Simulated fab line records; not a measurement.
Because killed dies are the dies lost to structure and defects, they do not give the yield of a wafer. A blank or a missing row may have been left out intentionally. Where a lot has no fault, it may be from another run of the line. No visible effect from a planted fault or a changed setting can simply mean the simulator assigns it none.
The tool behind it: which one? ; flow gf180mcu ; 12 lots, 36 wafers sampled, at 4 steps of a route of 602

## WHAT THE GAUGES SHOWED, per wafer
GF_M4_RS_MEAS_05: a four-point-probe measurement. Usual: M4_ALCU_RS 0.0695 ohm/sq, standard deviation 0.00099.
lot;measured;on;M4_ALCU_RS (ohm/sq);flag
L221;day 22 13:50;film_metro-01;0.0694 0.0702 0.0702;
L223;day 23 10:02;film_metro-02;0.0677 0.0697 0.0688;
L225;day 23 23:49;film_metro-02;0.0696 0.0690 0.0707;
L230;day 25 17:38;film_metro-03;0.0706 0.0695 0.0689;
L233;day 26 17:50;film_metro-02;0.0706 0.0699 0.0702;
L236;day 27 14:26;film_metro-03;0.0687 0.0691 0.0688;
L238;day 28 09:25;film_metro-03;0.0700 0.0696 0.0699;
L239;day 28 11:08;film_metro-01;0.0691 0.0682 0.0694;
L240;day 28 14:58;film_metro-03;0.0710 0.0718 0.0715;
L242;day 29 10:10;film_metro-02;0.0707 0.0711 0.0707;
L243;day 29 13:58;film_metro-01;0.0696 0.0687 0.0694;
L244;day 29 17:40;film_metro-02;0.0682 0.0699 0.0699;

GF_V4_CD_MEAS_14: target cd 260 nm. Usual: cd_nm 260.5 nm, standard deviation 1.2.
lot;measured;on;cd_nm (nm);flag
L221;day 24 11:05;cd_sem-01;259.5 259.3 260.6;
L223;day 25 06:41;cd_sem-02;259.5 258.1 258.7;
L225;day 25 20:49;cd_sem-02;260.7 259.2 259.5;
L230;day 27 10:45;cd_sem-02;260.9 262.0 261.7;
L233;day 28 11:30;cd_sem-02;259.2 260.1 260.6;
L236;day 29 07:36;cd_sem-01;260.8 260.2 260.5;
L238;day 30 01:55;cd_sem-02;260.2 258.5 259.3;
L239;day 30 02:49;cd_sem-02;262.3 261.1 261.5;
L240;day 30 06:56;cd_sem-02;261.2 261.4 261.1;
L242;day 31 00:38;cd_sem-02;262.3 262.6 262.4;
L243;day 31 03:47;cd_sem-02;259.7 258.4 258.4;
L244;day 31 07:36;cd_sem-01;261.6 263.3 261.9;

## WHAT TOOL EACH LOT RAN ON (gives the tool, then ch and the chambers of the sampled wafers, and finally the start)
lot;GF_M4_SPUTTER_03;GF_V4_CMP_04
L221;pvd_sputter-03, day 22 13:46;cmp-01 ch 0,1,3, day 23 13:23
L223;pvd_sputter-03, day 23 09:59;cmp-01 ch 0,1,3, day 24 09:06
L225;pvd_sputter-03, day 23 23:46;cmp-01 ch 0,3, day 24 22:46
L230;pvd_sputter-04, day 25 17:35;cmp-01 ch 0,2,3, day 26 15:02
L233;pvd_sputter-03, day 26 17:46;cmp-02 ch 0,1,2, day 27 15:15
L236;pvd_sputter-01, day 27 14:19;cmp-02 ch 1,2, day 28 11:53
L238;pvd_sputter-04, day 28 09:20;cmp-01 ch 0,1,2, day 29 06:17
L239;pvd_sputter-03, day 28 11:03;cmp-02 ch 0,1,2, day 29 07:28
L240;pvd_sputter-04, day 28 14:55;cmp-02 ch 0,3, day 29 11:04
L242;pvd_sputter-04, day 29 10:05;cmp-01 ch 2,3, day 30 06:05
L243;pvd_sputter-03, day 29 13:52;cmp-02 ch 2,3, day 30 09:19
L244;pvd_sputter-03, day 29 17:36;cmp-02 ch 1,2,3, day 30 13:12
- GF_M4_SPUTTER_03: material Ti, target thk 10 nm, time 6.7 s.
- GF_V4_CMP_04: polishes SiO2.

## WHAT THE TOOLS THEMSELVES READ (means of the sampled wafers that have a number; where no wafer has one, the mark that the record gives instead)
GF_M4_SPUTTER_03. Usual: throttle_valve_pct 29.8 %, standard deviation 0.94.
lot;tool;throttle_valve_pct (%);flag
L221;pvd_sputter-03;31.0;
L223;pvd_sputter-03;29.9;
L225;pvd_sputter-03;29.9;
L230;pvd_sputter-04;27.9;
L233;pvd_sputter-03;30.1;
L236;pvd_sputter-01;29.7;
L238;pvd_sputter-04;29.0;
L239;pvd_sputter-03;30.0;
L240;pvd_sputter-04;29.0;
L242;pvd_sputter-04;29.8;
L243;pvd_sputter-03;30.5;
L244;pvd_sputter-03;30.2;

GF_V4_CMP_04. Usual: motor_current_A 11.7 A, standard deviation 1; slurry_filter_dp_kPa 13.49 kPa, standard deviation 0.14; time_to_endpoint_s 82 s, standard deviation 6.4.
lot;tool;motor_current_A (A);slurry_filter_dp_kPa (kPa);time_to_endpoint_s (s);flag
L221;cmp-01;11.6;13.56;86;
L223;cmp-01;11.2;13.56;77;
L225;cmp-01;11.6;13.37;75;
L230;cmp-01;11.4;13.45;87;
L233;cmp-02;11.4;13.51;80;
L236;cmp-02;11.4;13.45;85;
L238;cmp-01;11.9;13.42;74;
L239;cmp-02;11.8;13.29;81;
L240;cmp-02;12.6;13.51;83;
L242;cmp-01;11.2;13.60;75;
L243;cmp-02;12.2;13.53;83;
L244;cmp-02;11.3;13.51;77;

## THE ANSWER, worked out from the rows above alone
Rule: lot off if the mean of its wafers having a number is beyond 3 standard deviations from the usual mean. Also off: a lot with no number at a reading for which 4 or more lots have one. The other lots that the step has rows for count as sound. Order of review: gauges by route order, followed by the tools' own readings, for which a lot's mean as printed above is used. At the first step where some lot is off, the reading lying furthest off is the one used; lots without a number count as furthest.
None of the lots is off at any reading shown; this tells nothing.

## WHAT THE SIMULATOR HAD INSERTED
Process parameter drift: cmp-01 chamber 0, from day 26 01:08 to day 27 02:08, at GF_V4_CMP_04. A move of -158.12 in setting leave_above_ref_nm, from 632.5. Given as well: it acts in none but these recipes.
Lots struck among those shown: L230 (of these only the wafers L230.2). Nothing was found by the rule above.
